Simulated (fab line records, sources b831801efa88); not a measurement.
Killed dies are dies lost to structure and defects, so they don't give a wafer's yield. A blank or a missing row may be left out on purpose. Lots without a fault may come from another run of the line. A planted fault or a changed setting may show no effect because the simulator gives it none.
Chamber matching | flow gf180mcu | GF_V3_CVD_02 on pecvd-02: 3 sister chambers
The step deposits SiO2 from TEOS, target thk 850 nm, time 94.851 s. 18 wafers are shown with their chamber, then 9 later ones without.

WAFERS WITH THEIR CHAMBER
wafer  | chamber | heater_power_w (W) | rf_fwd_power_W (W)
L074.1 | 1       | 789                | 595.1
L074.2 | 2       | 617                | 597.3
L074.6 | 0       | 651                | 595.1
L077.1 | 2       | 737                | 599.4
L077.2 | 1       | 805                | 598.3
L077.3 | 0       | 598                | 595.8
L083.1 | 2       | 699                | 596.7
L083.2 | 1       | 745                | 598.8
L083.3 | 0       | 703                | 594.3
L083.4 | 1       | 779                | 599.4
L083.5 | 0       | 555                | 593.4
L083.6 | 2       | 719                | 595.9
L085.1 | 1       | 654                | 594.2
L085.2 | 0       | 656                | 592.8
L085.3 | 2       | 640                | 598.3
L085.4 | 0       | 715                | 597.5
L085.5 | 1       | 740                | 596.0
L085.6 | 2       | 686                | 597.8

SIGNATURES (means of the wafers above)
reading        | chamber 0 | chamber 1 | chamber 2 | scatter within a chamber
heater_power_w | 646.33    | 752.00    | 683.00    | 54.2
rf_fwd_power_W | 594.817   | 596.967   | 597.567   | 1.74
Rule: a wafer's distance from a chamber is the root of the sum, over the readings, of the square of ((its reading less the chamber's mean) divided by the reading's scatter). The wafer belongs to the nearest chamber; if the next one is less than 2 further off, it can't be placed. The scatter: the root of (the sum of the squares of (reading less its chamber's mean) over the shown wafers, divided by (wafers less chambers)).

WAFERS WITHOUT THEIR CHAMBER
wafer  | heater_power_w (W) | rf_fwd_power_W (W)
L089.2 | 795                | 595.8
L089.4 | 754                | 596.5
L089.6 | 653                | 595.7
L096.1 | 754                | 596.6
L096.2 | 683                | 596.7
L096.3 | 719                | 597.4
L096.4 | 749                | 597.4
L096.5 | 781                | 594.1
L096.6 | 532                | 594.3

WHICH CHAMBER EACH WENT THROUGH
wafer  | from the rows above          | in truth
L089.2 | can't be placed: 1 or 2 or 0 | 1
L089.4 | can't be placed: 1 or 2 or 0 | 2
L089.6 | can't be placed: 0 or 2 or 1 | 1
L096.1 | can't be placed: 1 or 2      | 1
L096.2 | can't be placed: 2 or 0 or 1 | 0
L096.3 | can't be placed: 1 or 2 or 0 | 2
L096.4 | can't be placed: 1 or 2      | 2
L096.5 | can't be placed: 1 or 0 or 2 | 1
L096.6 | can't be placed: 0 or 2      | 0
Placed correctly: 0 of 9. Can't be placed from these rows: 9 (the true chamber is among the candidates in 9). Placed wrongly: 0.
